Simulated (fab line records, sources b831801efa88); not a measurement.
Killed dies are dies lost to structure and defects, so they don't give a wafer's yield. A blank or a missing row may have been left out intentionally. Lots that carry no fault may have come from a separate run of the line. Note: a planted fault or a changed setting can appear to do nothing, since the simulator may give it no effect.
2 desks, one fault + flow sky130 + what lay behind the numbers comes last; until then each desk has only its own

== FOR THE TOOL OWNER'S DESK: hdpcvd-01 ==
The tool's own readings at SKY_VIA3_HDPCVD_00 (deposits SiO2, target thk 1635 nm, time 272.5 s): means of the sampled wafers that have a number, for each lot that ran on this tool. Marked OUT: a lot whose mean sits more than 4 standard deviations from the usual mean, which makes it out of limits; the brackets give that distance.
Columns: A = pressureMtorr at SKY_VIA3_HDPCVD_00, usual 6.002 mTorr; B = sih4FlowSccm at SKY_VIA3_HDPCVD_00, usual 59.98 sccm
| lot  | first seen here | A     | B               |
|------|-----------------|-------|-----------------|
| L853 | day 38 10:33    | 5.988 | 60.03           |
| L856 | day 40 02:16    | 6.009 | 60.04           |
| L860 | day 40 20:28    | 5.999 | 47.93 (-63) OUT |
| L862 | day 41 12:43    | 6.011 | 47.99 (-63) OUT |
| L865 | day 42 04:17    | 6.010 | 48.01 (-63) OUT |
| L875 | day 45 01:31    | 6.007 | 59.88           |
| L874 | day 45 02:09    | 6.000 | 59.89           |
Finding of this desk: L860, L862, L865 out of limits; the first was L860 at day 40 20:28, on sih4FlowSccm at SKY_VIA3_HDPCVD_00. L853, L856, L875, L874 stayed within limits.

== FROM THE METROLOGY DESK ==
Means of the sampled wafers that have a number, per lot and without regard to the tool the lot ran on: this is what the gauges read. Marked OUT: a lot whose mean sits more than 4 standard deviations from the usual mean, which makes it out of limits; the brackets give that distance.
Columns: A = VIA3_HDPCVD_THK at SKY_VIA3_THK_MEAS_01, usual 1643 nm
| lot  | first seen here | A              |
|------|-----------------|----------------|
| L853 | day 38 10:44    | 1626           |
| L855 | day 39 02:56    | 1661           |
| L856 | day 40 02:26    | 1629           |
| L860 | day 40 20:38    | 1331 (-18) OUT |
| L862 | day 41 12:54    | 1321 (-19) OUT |
| L863 | day 42 00:22    | 1649           |
| L865 | day 42 04:27    | 1320 (-19) OUT |
| L868 | day 42 23:23    | 1658           |
| L870 | day 43 10:34    | 1631           |
| L873 | day 44 21:34    | 1645           |
| L875 | day 45 01:41    | 1655           |
| L874 | day 45 02:20    | 1630           |
Per this desk, out of limits: L860, L862, L865; the first was L860, day 40 20:38 (VIA3_HDPCVD_THK at SKY_VIA3_THK_MEAS_01). L853, L855, L856, L863, L868, L870, L873, L875, L874 stayed within limits.

== ALL TOGETHER ==
On L860, L862, L865, at day 40 20:28, an alarm was possible from the tool owner's desk.
An alarm was possible from the metrology desk at day 40 20:38, on L860, L862, L865.
All the named lots went through SKY_VIA3_HDPCVD_00 on hdpcvd-01.

== WHAT WAS PUT IN BY THE SIMULATOR ==
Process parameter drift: hdpcvd-01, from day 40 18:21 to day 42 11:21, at SKY_VIA3_HDPCVD_00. A move of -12 in setting sih4FlowSccm, from 60. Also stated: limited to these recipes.
Struck lots among those shown: L860, L862, L865.
Delay (hours) between the fault's onset and each desk's first out-of-limits reading: 2 at the tool owner's desk, 2 at the metrology desk.
